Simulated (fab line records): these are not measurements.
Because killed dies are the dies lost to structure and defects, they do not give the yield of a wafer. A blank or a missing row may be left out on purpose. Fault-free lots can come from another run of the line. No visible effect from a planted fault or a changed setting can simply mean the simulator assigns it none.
A single fault, viewed from 2 desks / flow gf180mcu / each desk has only its own numbers; what lay behind them comes last

## METROLOGY DESK
Means of the sampled wafers that have a number, per lot and without regard to the tool the lot ran on: this is what the gauges read. The brackets show how far a lot's mean lies from the usual mean; more than 4 standard deviations puts the lot out of limits, marked OUT.
Columns: A = M1_ALCU_THK at GF_M1_THK_MEAS_06, usual 445 nm; B = cd nm at GF_M1_CD_MEAS_14, usual 230.0 nm
lot=L795; first seen here=day 15 22:04; A=440; B=230.6
lot=L796; first seen here=day 16 05:20; A=445; B=229.9
lot=L798; first seen here=day 16 23:08; A=448; B=229.8
lot=L799; first seen here=day 17 08:47; A=449; B=228.7
lot=L800; first seen here=day 17 18:38; A=439; B=229.5
lot=L803; first seen here=day 19 06:14; A=456; B=231.1
lot=L804; first seen here=day 19 16:29; A=441; B=228.5
lot=L805; first seen here=day 19 23:46; A=448; B=230.0
lot=L807; first seen here=day 20 19:02; A=444; B=230.7
lot=L810; first seen here=day 22 03:12; A=446; B=230.2
lot=L814; first seen here=day 23 06:56; A=449; B=231.0
lot=L815; first seen here=day 23 07:53; A=441; B=229.9
lot=L816; first seen here=day 23 17:50; A=450; B=230.4
Finding of this desk: none of the 13 lots has anything out of limits.

## FOR THE TOOL OWNER'S DESK: wet bench-04
The tool's own readings at GF_HV_LDD_CLEAN_51 (cleans in SC1/SC2, time 150 s): means of the sampled wafers that have a number, for each lot that ran on this tool. The brackets show how far a lot's mean lies from the usual mean; more than 4 standard deviations puts the lot out of limits, marked OUT.
Columns: A = bath heat duty pct at GF_HV_LDD_CLEAN_51, usual 14.0 %; B = run length s at GF_HV_LDD_CLEAN_51, usual 179 s
lot=L796; first seen here=day 12 11:40; A=16.4; B=186
lot=L798; first seen here=day 13 01:28; A=13.7; B=175
lot=L804; first seen here=day 15 12:04; A=14.2; B=183
lot=L805; first seen here=day 15 19:27; A=16.1; B=186
lot=L810; first seen here=day 17 21:27; A=14.5; B=79 (-23) OUT
This desk's finding: out of limits on L810; first on L810, day 17 21:27 (run length s at GF_HV_LDD_CLEAN_51). In limits: L796, L798, L804, L805.

## BROUGHT TOGETHER
The tool owner's desk had the chance to raise an alarm at day 17 21:27 on L810.
From the metrology desk's view, nothing was out of limits.
The metrology desk holds a record of L810, inside its limits.
All the named lots went through GF_HV_LDD_CLEAN_51 on wet bench-04.

## WHAT HAD BEEN PUT IN BY THE SIMULATOR
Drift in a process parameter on wet bench-04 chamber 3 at GF_HV_LDD_CLEAN_51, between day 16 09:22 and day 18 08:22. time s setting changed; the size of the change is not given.
Shown lots that were struck: L810.
How many hours passed from the start of the fault until each desk's first out-of-limits reading: the tool owner's desk, 36.
